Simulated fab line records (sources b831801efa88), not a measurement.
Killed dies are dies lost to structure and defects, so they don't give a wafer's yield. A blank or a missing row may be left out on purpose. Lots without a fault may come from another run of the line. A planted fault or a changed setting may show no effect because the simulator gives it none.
Commonality check across tools + flow gf180mcu + Sample size 14 lots and 48 wafers

## WHAT PROMPTED THE OPENING
2 of 14 lots carry a flag on the reading V4_W_RS at GF_V4_RS_MEAS_24. Fault-free wafers read 0.326 ohm/sq, with a standard deviation of 0.0046.
Rule: flag the lot when none of its wafers has a number, or when each of its wafers that has one lies beyond 4 standard deviations from that mean. All remaining lots are regarded as sound.

| lot  | measured     | on           | V4_W_RS (ohm/sq), wafer by wafer          | flag    |
|------|--------------|--------------|-------------------------------------------|---------|
| L310 | day 24 08:38 | filmMetro-01 | 0.334 0.330 0.332                         |         |
| L314 | day 25 17:52 | filmMetro-02 | 0.326 0.334 0.329                         |         |
| L316 | day 26 11:25 | filmMetro-01 | 0.322 0.323 0.328                         |         |
| L318 | day 27 03:47 | filmMetro-04 | 0.320 0.325 0.320                         |         |
| L319 | day 27 10:52 | filmMetro-01 | 44.402 43.870 44.868 44.341 43.912 44.756 | FLAGGED |
| L320 | day 27 17:39 | filmMetro-04 | 43.852 44.980 45.358 43.822 45.002 45.329 | FLAGGED |
| L321 | day 28 09:38 | filmMetro-04 | 0.324 0.330 0.324                         |         |
| L325 | day 29 13:54 | filmMetro-02 | 0.322 0.322 0.325                         |         |
| L326 | day 29 21:35 | filmMetro-02 | 0.323 0.329 0.329                         |         |
| L328 | day 30 06:18 | filmMetro-02 | 0.322 0.325 0.322                         |         |
| L330 | day 30 16:04 | filmMetro-04 | 0.328 0.333 0.325                         |         |
| L331 | day 30 21:28 | filmMetro-04 | 0.329 0.328 0.330                         |         |
| L332 | day 31 07:35 | filmMetro-04 | 0.328 0.327 0.330                         |         |
| L333 | day 31 09:39 | filmMetro-02 | 0.327 0.324 0.335                         |         |
The numbers of the flagged lots are 44.541 ohm/sq on average: +44.215 ohm/sq against the usual, or +99 or more standard deviations.

## TOOL THAT RAN EACH LOT
The record holds 1 process step before the reading, out of a route of 602 steps. Read each cell as the tool, then ch plus the chambers that the sampled wafers visited, then the start.
| lot  | flag    | GF_V4_CVD_23                 |
|------|---------|------------------------------|
| L310 |         | cvdW-02 ch 0,1, day 24 08:31 |
| L314 |         | cvdW-01 ch 0,1, day 25 17:46 |
| L316 |         | cvdW-01 ch 0,1, day 26 11:17 |
| L318 |         | cvdW-01 ch 0,1, day 27 03:41 |
| L319 | FLAGGED | cvdW-02 ch 0,1, day 27 10:44 |
| L320 | FLAGGED | cvdW-01 ch 0,1, day 27 17:32 |
| L321 |         | cvdW-02 ch 0,1, day 28 09:32 |
| L325 |         | cvdW-01 ch 0, day 29 13:46   |
| L326 |         | cvdW-02 ch 0,1, day 29 21:27 |
| L328 |         | cvdW-01 ch 0,1, day 30 06:11 |
| L330 |         | cvdW-02 ch 0,1, day 30 15:56 |
| L331 |         | cvdW-02 ch 1, day 30 21:22   |
| L332 |         | cvdW-02 ch 0,1, day 31 07:28 |
| L333 |         | cvdW-01 ch 0,1, day 31 09:32 |
What is done by these steps:
- GF_V4_CVD_23: deposits W, target thk 350 nm, time 104.9 s.
- GF_V4_RS_MEAS_24: measures by four-point-probe.

## FLAGGED AGAINST TOTAL, ONE TOOL AT A TIME (gauges that did the reading follow at the end)
| step             | tool         | lots run | flagged | share of the flagged lots | sound lots run after its first flagged lot |
|------------------|--------------|----------|---------|---------------------------|--------------------------------------------|
| GF_V4_CVD_23     | cvdW-01      | 7        | 1       | some                      | 3 (L325,L328,L333)                         |
| GF_V4_CVD_23     | cvdW-02      | 7        | 1       | some                      | 5 (L321,L326,L330,L331,L332)               |
| GF_V4_RS_MEAS_24 | filmMetro-01 | 3        | 1       | some                      | 0                                          |
| GF_V4_RS_MEAS_24 | filmMetro-02 | 5        | 0       | none                      | -                                          |
| GF_V4_RS_MEAS_24 | filmMetro-04 | 6        | 1       | some                      | 4 (L321,L330,L331,L332)                    |

## WHAT THE TABLE PERMITS
No row of the table ran every flagged lot.

## WHAT HAD BEEN PUT IN BY THE SIMULATOR
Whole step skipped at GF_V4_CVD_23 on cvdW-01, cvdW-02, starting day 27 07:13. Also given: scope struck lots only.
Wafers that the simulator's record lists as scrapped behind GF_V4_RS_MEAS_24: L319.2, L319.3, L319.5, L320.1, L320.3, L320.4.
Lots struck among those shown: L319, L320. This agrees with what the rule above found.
